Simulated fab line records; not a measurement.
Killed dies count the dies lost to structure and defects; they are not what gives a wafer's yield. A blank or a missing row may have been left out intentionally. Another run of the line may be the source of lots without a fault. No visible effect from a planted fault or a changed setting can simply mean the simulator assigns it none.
Problem report in the 8D (eight disciplines) form, filled by code ; flow sky130 ; the parts of the form that need people (team, actions taken, sign-off) are left out

## 1. WHAT IS WRONG
Wafers free of any fault read 542 nm (standard deviation 6.4) for PASSIVATION_CVD_02_THK at SKY_PASSIVATION_THK_MEAS_03, against a mean of 419 nm on 3 wafers of 2 lots. That puts it -19 standard deviations away from the usual mean.
The first sign was on wafer L267.3 at day 45 17:18, on filmMetro-04. At this step, 29 wafers from 10 lots have a number in the record. By rule, "out" or "out of limits" means more than 4 standard deviations away from the usual mean. The rest of the wafers with a number are treated as sound.

## 2. WHAT IT IS, WHAT IT ISN'T
question;is;is not
which readings at this step;PASSIVATION_CVD_02_THK;-
which lots;L267, L271;L260, L261, L263, L264, L276, L278, L282, L283
which wafers of those lots;L267.3, L267.4, L271.4;L271.1, L271.5
read on which gauges;filmMetro-02, filmMetro-04;filmMetro-03
when;from day 45 17:18;"up to then (12 sound wafers); but 14 sound wafers of L271, L276, L278, L282, L283 came after"

## 3. THE SUSPECTS, EACH WITH WHAT RULES IT OUT
Counting: if a tool at a process step up to the reading ran every lot that is out, it stays a suspect. Sound lots after the first of them don't rule it out here, since some wafers of a struck lot are sound.
- the gauge at SKY_PASSIVATION_THK_MEAS_03 is ruled out. Those wafers that are out were read across 2 gauges (filmMetro-02, filmMetro-04).
- rieMetal-03 at SKY_CAP2M_METAL_ETCH_13 (etches TiN in Cl2/BCl3, stops on SiO2, target depth 220 nm, time 62.9 s): kept. Every lot that is out went through it, the first being L267 (day 42 18:22); the last sound lot it ran before that was L264 (day 42 08:52).
- pecvd-03 at SKY_PASSIVATION_CVD_02 (deposits Si3N4, target thk 540 nm): kept. Every lot that is out went through it, the first being L267 (day 45 17:03); the last sound lot it ran before that was L261 (day 43 23:26).
What counting leaves: rieMetal-03 at SKY_CAP2M_METAL_ETCH_13 and pecvd-03 at SKY_PASSIVATION_CVD_02.

## 4. THE CAUSE (what the simulator had put in)
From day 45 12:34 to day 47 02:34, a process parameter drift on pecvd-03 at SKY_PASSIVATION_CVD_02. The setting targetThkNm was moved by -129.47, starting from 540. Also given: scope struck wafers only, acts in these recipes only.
Of the 2 suspects that counting leaves, this tool is one.

## 5. THE EFFECT CHAIN, in route order
Each row: a reading whose mean over the struck wafers that have a number lies more than 3 standard deviations from the usual. Readings are gone through only where the record gives a usual standard deviation; hours: the median, over the lots, of the time from a lot's start at the first step in this table giving one to that lot's start at this step; sigmas: the change measured in usual standard deviations.
hours;step;reading;usual;on struck wafers;change;sigmas
0;SKY_PASSIVATION_THK_MEAS_03;PASSIVATION_CVD_02_THK;542 nm;419;-123;-19
20;SKY_PASSIVATION_ETCH_11;oesProductAu;0.979 a.u.;0.875;-0.104;-14
20;SKY_PASSIVATION_ETCH_11;throttleValvePct;5.965 %;5.935;-0.030;-3.3
Its process steps:
- SKY_PASSIVATION_ETCH_11: etches the open film in CF4/O2, stops on AlCu, target depth 725 nm, time 161.1 s.

## 6. HOW IT WOULD HAVE BEEN CAUGHT EARLIER
In this record the first reading out of limits at a measuring or inspecting step was taken at day 45 17:18, 5 hours after the fault began at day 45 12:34.
No tool reading at SKY_PASSIVATION_CVD_02 that has a usual standard deviation in the record was out on any struck wafer, so an alarm limit of 4 standard deviations on those readings would not have fired.
Of the lots that are out (2), L271 began SKY_PASSIVATION_CVD_02 on pecvd-03 after day 45 17:18. It would have been spared by a hold on the tool at that moment.
